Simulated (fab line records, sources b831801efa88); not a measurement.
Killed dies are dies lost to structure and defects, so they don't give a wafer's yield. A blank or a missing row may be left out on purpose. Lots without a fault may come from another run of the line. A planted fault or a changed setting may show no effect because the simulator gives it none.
A struck lot beside a sound one | flow sky130 | 16 steps out of a route of 708
Sound: wafers L322.1, L322.5, L322.6. Struck: wafers L325.3, L325.4. The cause comes at the end.
At each step with rows: each side's tool, then ch and its chambers, then its first start. Under that, the readings that differ: sound wafers | struck wafers | difference of the means | sigmas: that difference in standard deviations of wafers without a fault.
alike: readings whose means differ by less than 2 such deviations, and words and numbers that are the same on both sides. not compared: withheld readings, readings that some wafer has no value for, bounds like >300 that may hide the same value, and numbers for which the record gives no deviation and whose values overlap.
The two part at a step that has a row with sigmas, a row that says differs or no value, or rows on one side only. Numbers that don't overlap but have no deviation are shown without sigmas and don't part them. A reading that every wafer of one side lacks parts them only if that side has two wafers or more.

SKY_VIA2_BOW_MEAS_03:
  sound on film_metro-01, day 35 15:35; struck on film_metro-02, day 36 15:01
  alike: VIA2_BOW
then, 8 steps without rows for these wafers: SKY_VIA2_DEHYDRATE_04 (time 60 s); SKY_VIA2_HMDS_05 (prime time 60 s); SKY_VIA2_COAT_06 (resist thk 60 nm); SKY_VIA2_COAT_07 (resist thk 450 nm); SKY_VIA2_SOFTBAKE_08 (time 90 s); SKY_VIA2_EXPOSE_09 (exposes mask VIM2, target cd 200 nm); SKY_VIA2_PEB_10; SKY_VIA2_DEVELOP_11 (develop time 60 s).
SKY_VIA2_CD_MEAS_12: target cd 200 nm.
  sound on cd_sem-01, day 36 18:25; struck on cd_sem-02, day 37 18:18
  reading    | sound             | struck      | difference | sigmas
  cd_nm (nm) | 195.7 196.5 195.7 | 201.9 200.2 | +5.1       | +3
SKY_VIA2_OVL_MEAS_13:
  sound on overlay-01, day 36 18:32; struck on overlay-01, day 37 18:23
  alike: VIA2_OVL
SKY_VIA2_ETCH_14: etches BARC in N2/H2, stops on SiO2, time 45.9 s, target depth 60 nm.
  sound on rie_diel-01 ch 0,2,3, day 36 18:35; struck on rie_diel-04 ch 2,3, day 37 18:25
  alike: drypump_motor_current_A, oes_product_au, run_length_s, throttle_valve_pct
  not compared: rf_hours_counter_h
SKY_VIA2_ETCH_15: etches SiO2 in C4F8/O2/Ar, stops on TiN, target depth 546 nm, time 84 s.
  sound on rie_diel-01 ch 0,2,3, day 36 18:37; struck on rie_diel-04 ch 2,3, day 37 18:28
  reading                                     | sound             | struck      | difference | sigmas
  oes_product_au (a.u.)                       | 0.934 0.931 0.950 | 1.012 1.002 | +0.069     | +14
  run_length_s (s)                            | 112.4 112.3 112.0 | 87.6 87.1   | -24.9      | -61
  model.etch.depth_nm (nm)                    | 495.3 495.5 494.9 | 385.7 385.5 | -109.6     |
  model.VIA2.feature_depth_nm (nm)            | 495.3 495.5 494.9 | 385.7 385.5 | -109.6     |
  model.KrF-thick_of_VIA2_COAT_07.thk_nm (nm) | 279.4 283.7 287.4 | 314.2 316.5 | +31.9      |
  not compared: rf_hours_counter_h
SKY_VIA2_STRIP_16: strips in O2/N2.
  sound on plasma_asher-03 ch 0,1, day 36 18:41; struck on plasma_asher-02 ch 0,1, day 37 18:33
  reading                      | sound             | struck      | difference | sigmas
  oes_product_au (a.u.)        | 0.397 0.401 0.396 | 0.410 0.411 | +0.012     | +3
  strip_time_to_endpoint_s (s) | 4.007 4.048 4.076 | 4.352 4.418 | +0.341     | +12
  alike: drypump_motor_current_A
  not compared: rf_hours_counter_h
then, 1 step without rows for these wafers: SKY_VIA2_STRIP_17 (strips in post etch residue remover, time 1200 s).
-- the record jumps here: 9 days lie between the struck wafers' starts before and after (it left off in module VIA2 and takes up again in module PAD_OPEN, whose first step shown is number 708 of the route) --
SKY_PAD_OPEN_PROBE_99:
  sound on prober-02, day 46 06:44; struck on prober-01, day 47 02:22
  reading                  | sound          | struck    | difference | sigmas
  defect_limited_yield (%) | 81.7 81.1 85.2 | 0 0       | -83        | -46
  killed_at_M0_to_M3       | 43 43 34       | 441 446   | +404       | +67
  killed_dies              | 90 93 73       | 492 492   | +407       | +47
  killed_on_rim            | 22 18 14       | 96 96     | +78        | +22
  sort_bin_5_function (%)  | 11.2 11.2 8.3  | 92.1 92.9 | +82.3      | +59
  sort_n_pass              | 402 399 419    | 0 0       | -407       | -47
  sort_yield_pct (%)       | 81.7 81.1 85.2 | 0 0       | -83        | -46
  alike: killed_at_M4_up, killed_at_contacts, killed_at_front_end, killed_at_other, killed_open, killed_short, sort_bin_3_pad_short, sort_bin_6_memory

WHERE THEY PART
First at SKY_VIA2_CD_MEAS_12; last, within this record, at SKY_PAD_OPEN_PROBE_99.

WHY: what the simulator had put in
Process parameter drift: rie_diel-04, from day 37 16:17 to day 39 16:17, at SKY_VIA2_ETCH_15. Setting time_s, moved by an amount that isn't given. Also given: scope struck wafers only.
